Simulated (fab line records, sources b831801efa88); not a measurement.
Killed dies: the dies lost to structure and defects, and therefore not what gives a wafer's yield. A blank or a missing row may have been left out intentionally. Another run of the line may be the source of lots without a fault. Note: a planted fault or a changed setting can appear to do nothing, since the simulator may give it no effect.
Which of the tools did it? | flow gf180mcu | 13 lots with 39 wafers sampled at 5 steps, on a route of 602 steps

## WHAT THE GAUGES SHOWED, per wafer
GF_DNWELL_TW_MEAS_09.
lot  | measured    | on            | DNWELL_TW
L849 | day 2 22:46 | film metro-02 | 1389 1385 1391
L851 | day 3 07:30 | film metro-02 | 1356 1360 1358
L853 | day 3 15:43 | film metro-02 | 1365 1356 1349
L855 | day 4 01:21 | film metro-04 | 1368 1377 1362
L856 | day 4 08:03 | film metro-02 | 1359 1364 1363
L857 | day 4 12:23 | film metro-04 | 1366 1366 1370
L860 | day 5 03:14 | film metro-01 | 1352 1347 1350
L861 | day 5 09:55 | film metro-01 | 1350 1345 1354
L862 | day 5 16:15 | film metro-04 | 1367 1363 1368
L863 | day 5 19:24 | film metro-04 | 1361 1357 1353
L866 | day 6 12:14 | film metro-01 | 1201 1196 1206
L868 | day 6 22:36 | film metro-04 | 1362 1364 1355
L869 | day 7 03:50 | film metro-04 | 1221 1224 1217

GF_HV_LDD_OVL_MEAS_08.
lot  | measured     | on         | HV_LDD_OVL (nm)
L849 | day 10 06:40 | overlay-02 | -0.9 0.1 0.6
L851 | day 10 15:22 | overlay-01 | 0.5 -0.6 -0.2
L853 | day 11 03:07 | overlay-01 | 1.1 0.4 1.4
L855 | day 11 15:58 | overlay-02 | 0.0 -1.8 -1.2
L856 | day 12 02:40 | overlay-02 | -0.2 0.4 0.0
L857 | day 12 08:37 | overlay-02 | 0.1 0.0 0.3
L860 | day 13 05:25 | overlay-02 | 0.6 -1.1 -0.1
L861 | day 13 12:43 | overlay-02 | -3.6 -1.8 -1.9
L862 | day 13 21:37 | overlay-01 | 0.4 0.7 0.3
L863 | day 14 03:57 | overlay-01 | 1.4 1.0 0.1
L866 | day 15 03:04 | overlay-02 | 1.0 0.3 0.8
L868 | day 15 21:46 | overlay-01 | -1.8 -2.1 -1.8
L869 | day 16 01:25 | overlay-01 | -1.1 -0.9 -0.9

GF_CONTACT_RS_MEAS_25: uses a four-point probe to measure.
lot  | measured     | on            | CONTACT_W_RS (ohm/sq)
L849 | day 16 08:23 | film metro-01 | 0.390 0.389 0.390
L851 | day 17 01:28 | film metro-03 | 0.390 0.388 0.384
L853 | day 17 11:55 | film metro-03 | 0.384 0.388 0.389
L855 | day 18 05:36 | film metro-02 | 0.391 0.386 0.390
L856 | day 18 17:57 | film metro-01 | 0.383 0.380 0.384
L857 | day 19 05:19 | film metro-02 | 0.385 0.378 0.380
L860 | day 20 02:37 | film metro-01 | 0.388 0.389 0.388
L861 | day 20 10:25 | film metro-03 | 0.386 0.391 0.385
L862 | day 20 20:12 | film metro-02 | 0.387 0.385 0.384
L863 | day 21 04:51 | film metro-01 | 0.388 0.385 0.387
L866 | day 22 05:55 | film metro-03 | 0.382 0.379 0.384
L868 | day 23 01:56 | film metro-03 | 0.386 0.386 0.385
L869 | day 23 05:08 | film metro-03 | 0.384 0.383 0.387

## WHICH TOOL RAN EACH LOT (tool, then ch and the chambers of the sampled wafers, then the start)
lot  | GF_STI_ETCH_14                  | GF_DNWELL_IMPLANT_07
L849 | rie si-01 ch 2,3, day 2 04:51   | implanter-03 ch 0, day 2 22:31
L851 | rie si-01 ch 0,3, day 2 13:48   | implanter-04 ch 0, day 3 07:15
L853 | rie si-02 ch 2,3, day 2 21:57   | implanter-04 ch 0, day 3 15:31
L855 | rie si-01 ch 1,2,3, day 3 07:42 | implanter-03 ch 0, day 4 01:06
L856 | rie si-01 ch 1,2,3, day 3 14:46 | implanter-01 ch 0, day 4 07:48
L857 | rie si-02 ch 0,1,3, day 3 18:56 | implanter-03 ch 0, day 4 12:11
L860 | rie si-02 ch 0,1,2, day 4 08:57 | implanter-01 ch 0, day 5 02:59
L861 | rie si-01 ch 0,2,3, day 4 15:56 | implanter-04 ch 0, day 5 09:41
L862 | rie si-01 ch 0,1,3, day 4 21:53 | implanter-03 ch 0, day 5 16:01
L863 | rie si-01 ch 1,2,3, day 5 00:44 | implanter-01 ch 0, day 5 19:09
L866 | rie si-01 ch 0,1,2, day 5 17:09 | implanter-01 ch 0, day 6 11:59
L868 | rie si-01 ch 0,2,3, day 6 03:23 | implanter-03 ch 0, day 6 22:21
L869 | rie si-02 ch 0,3, day 6 08:17   | implanter-01 ch 0, day 7 03:35
- GF_STI_ETCH_14: etches Si in HBr/Cl2/O2, target depth 360 nm, time 102.9 s.
- GF_DNWELL_IMPLANT_07

## WHAT THE TOOLS THEMSELVES READ (means of the sampled wafers that have a number; where no wafer has one, the mark that the record gives instead)
GF_STI_ETCH_14.
lot  | tool      | O2_flow_sccm (sccm) | drypump motor current A (A) | oes product au (a.u.) | throttle valve pct (%)
L849 | rie si-01 | 6.008               | 5.28                        | 0.995                 | 25.650
L851 | rie si-01 | 5.999               | 5.41                        | 0.999                 | 25.654
L853 | rie si-02 | 6.001               | 5.88                        | 0.994                 | 25.658
L855 | rie si-01 | 6.005               | 5.44                        | 0.998                 | 25.659
L856 | rie si-01 | 5.995               | 5.46                        | 0.995                 | 25.654
L857 | rie si-02 | 6.003               | 5.70                        | 0.995                 | 25.650
L860 | rie si-02 | 5.998               | 5.69                        | 1.004                 | 25.648
L861 | rie si-01 | 6.017               | 5.39                        | 1.009                 | 25.651
L862 | rie si-01 | 6.000               | 5.57                        | 0.997                 | 25.654
L863 | rie si-01 | 6.010               | 5.46                        | 1.001                 | 25.656
L866 | rie si-01 | 6.012               | 5.56                        | 0.997                 | 25.655
L868 | rie si-01 | 5.998               | 5.39                        | 0.997                 | 25.660
L869 | rie si-02 | 5.997               | 5.85                        | 0.986                 | 25.668

GF_DNWELL_IMPLANT_07.
lot  | tool         | beam energy keV | dose ions cm2 | faraday current uA
L849 | implanter-03 | 1500.5          | 1e+13         | 55.5
L851 | implanter-04 | 1500.9          | 1e+13         | 56.8
L853 | implanter-04 | 1500.4          | 1e+13         | 56.4
L855 | implanter-03 | 1500.0          | 1e+13         | 55.8
L856 | implanter-01 | 1499.8          | 1e+13         | 57.3
L857 | implanter-03 | 1500.2          | 1e+13         | 56.9
L860 | implanter-01 | 1500.3          | 1e+13         | 57.2
L861 | implanter-04 | 1500.2          | 1e+13         | 55.8
L862 | implanter-03 | 1499.7          | 1e+13         | 56.8
L863 | implanter-01 | 1500.5          | 1e+13         | 56.9
L866 | implanter-01 | 1499.8          | 7e+12         | 39.4
L868 | implanter-03 | 1499.7          | 1e+13         | 56.1
L869 | implanter-01 | 1499.7          | 7e+12         | 39.1

## THE ANSWER, worked out from the rows above alone
Rule: usual is defined by the lots themselves. Put in order of their means at a reading, lots are off if they are a third of the lots or fewer, leave a main group of 4 or more, and stand apart from it by a gap of 3 or more times the standard deviation of the main group's means; of several such gaps the widest counts. A main group is skipped when, at the precision printed for the reading in the tables above, its means are all equal. Also off: a lot with no number at a reading for which 4 or more lots have one. Any other lot the step has rows for is counted as sound. First the gauges in route order, then the tools' own readings, where a lot's mean is used as printed above. At the first step where some lot is off, the reading lying furthest off is the one used; lots without a number count as furthest.
Off: L866, L869, seen at GF_DNWELL_TW_MEAS_09 (DNWELL_TW). The main group: mean 1362, standard deviation 10.
If a tool, at a process step before that reading, ran all the lots that are off and no sound lot after the first of them, it fits. Not tried: the gauges at GF_DNWELL_TW_MEAS_09; whatever is off there is also off at GF_DNWELL_IMPLANT_07, on other tools, and gauge error can't account for it. One fits: GF_DNWELL_IMPLANT_07 on implanter-01. Its last sound lot is L863 (day 5 19:09), its first lot that is off L866 (day 6 11:59): a fault that began between those two fits.
The tool's own readings at GF_DNWELL_IMPLANT_07 bear it out: on the lots that are off they differ by more than 5 times the standard deviation of the sound lots' means. dose ions cm2 reads 7e+12 there against 1e+13 on the sound lots; faraday current uA reads 39.2 there against 56.5 on the sound lots.

## WHAT WAS PUT IN BY THE SIMULATOR
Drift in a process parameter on implanter-01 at GF_DNWELL_IMPLANT_07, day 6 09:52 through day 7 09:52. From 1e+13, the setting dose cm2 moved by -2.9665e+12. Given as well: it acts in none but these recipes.
Struck lots among those shown: L866, L869. The rule given above showed the same thing.
